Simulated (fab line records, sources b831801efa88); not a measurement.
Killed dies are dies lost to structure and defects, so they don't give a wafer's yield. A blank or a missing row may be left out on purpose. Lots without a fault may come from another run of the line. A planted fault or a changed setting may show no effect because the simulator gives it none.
Problem report in the 8D (eight disciplines) form, filled by code | flow sky130 | the parts of the form that need people (team, actions taken, sign-off) are left out

1. THE PROBLEM
CONTACT_W_RS at SKY_CONTACT_RS_MEAS_25 reads a mean of 0.254 ohm/sq on 3 wafers of 3 lots; wafers without a fault read 0.341 ohm/sq with a standard deviation of 0.0047. That is -19 standard deviations from the usual mean.
The step: measures by four-point-probe.
First seen on wafer L748.4, day 35 16:44, on film_metro-02. The record holds 33 wafers of 12 lots with a number at this step. Rule for "out", or "out of limits": more than 4 standard deviations from the usual mean. The other wafers with a number count as sound.

2. WHAT IT IS AND WHAT IT IS NOT
question                    | is                           | is not
which readings at this step | CONTACT_W_RS                 | -
which lots                  | L748, L749, L750             | L739, L740, L742, L745, L747, L752, L756, L757, L759
which wafers of those lots  | L748.4, L749.6, L750.6       | L748.1, L749.2, L750.2
read on which gauges        | film_metro-02, film_metro-03 | film_metro-01
when                        | from day 35 16:44            | up to then (16 sound wafers); but 14 sound wafers of L749, L750, L752, L756, L757, L759 came after

3. SUSPECTS, AND WHAT RULES EACH OUT
Counting: a tool at a process step up to the reading stays a suspect if it ran every lot that is out. Sound lots after the first of them don't rule it out here, since some wafers of a struck lot are sound.
- the gauge at SKY_CONTACT_RS_MEAS_25: ruled out. The wafers that are out were read on 2 gauges (film_metro-02, film_metro-03).
- cvd_w-02 at SKY_CONTACT_CVD_24 (deposits W, target thk 340 nm, time 102.12 s): kept. It ran every lot that is out, first L748 (day 35 16:37); its last sound lot up to then is L747 (day 35 14:04).
Left after counting: cvd_w-02 at SKY_CONTACT_CVD_24.

4. THE CAUSE (what the simulator had put in)
Process parameter drift: cvd_w-02, from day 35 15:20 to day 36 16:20, at SKY_CONTACT_CVD_24. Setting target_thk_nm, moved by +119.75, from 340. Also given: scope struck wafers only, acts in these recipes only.
Counting left only this tool.

5. THE CHAIN OF EFFECTS, in route order
Each row: a reading whose mean over the struck wafers that have a number lies more than 3 standard deviations from the usual. Only readings for which the record gives a usual standard deviation are gone through. hours: the time from each lot's start at the first step in this table that gives one to its start at this step, as a median over the lots. sigmas: the change in usual standard deviations.
hours | step                    | reading            | usual        | on struck wafers | change | sigmas
0     | SKY_CONTACT_RS_MEAS_25  | CONTACT_W_RS       | 0.341 ohm/sq | 0.254            | -0.087 | -19
6     | SKY_CONTACT_THK_MEAS_26 | CONTACT_W_THK      | 338 nm       | 452              | +114   | +25
9     | SKY_CONTACT_CMP_27      | time_to_endpoint_s | 80 s         | 111              | +31    | +8.8
The process steps in it:
- SKY_CONTACT_CMP_27: polishes, stops on SiO2, t overpolish 15 s, target thk 0 nm.
Later measuring or inspecting steps at which every struck wafer that the step has a row for has a number for every such reading, and none has moved that far: SKY_METAL1_OVL_MEAS_16, SKY_VIA1_THK_MEAS_01.

6. WHAT WOULD HAVE CAUGHT IT SOONER
In this record the first reading out of limits at a measuring or inspecting step was taken at day 35 16:44, 1 hour after the fault began at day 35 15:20.
Of the tool readings at SKY_CONTACT_CVD_24 for which the record gives a usual standard deviation, none was out on any struck wafer, so an alarm limit of 4 standard deviations on them would not have fired.
Of the lots that are out (3), L749, L750 began SKY_CONTACT_CVD_24 on cvd_w-02 after day 35 16:44. A hold on the tool at that time would have spared those 2.
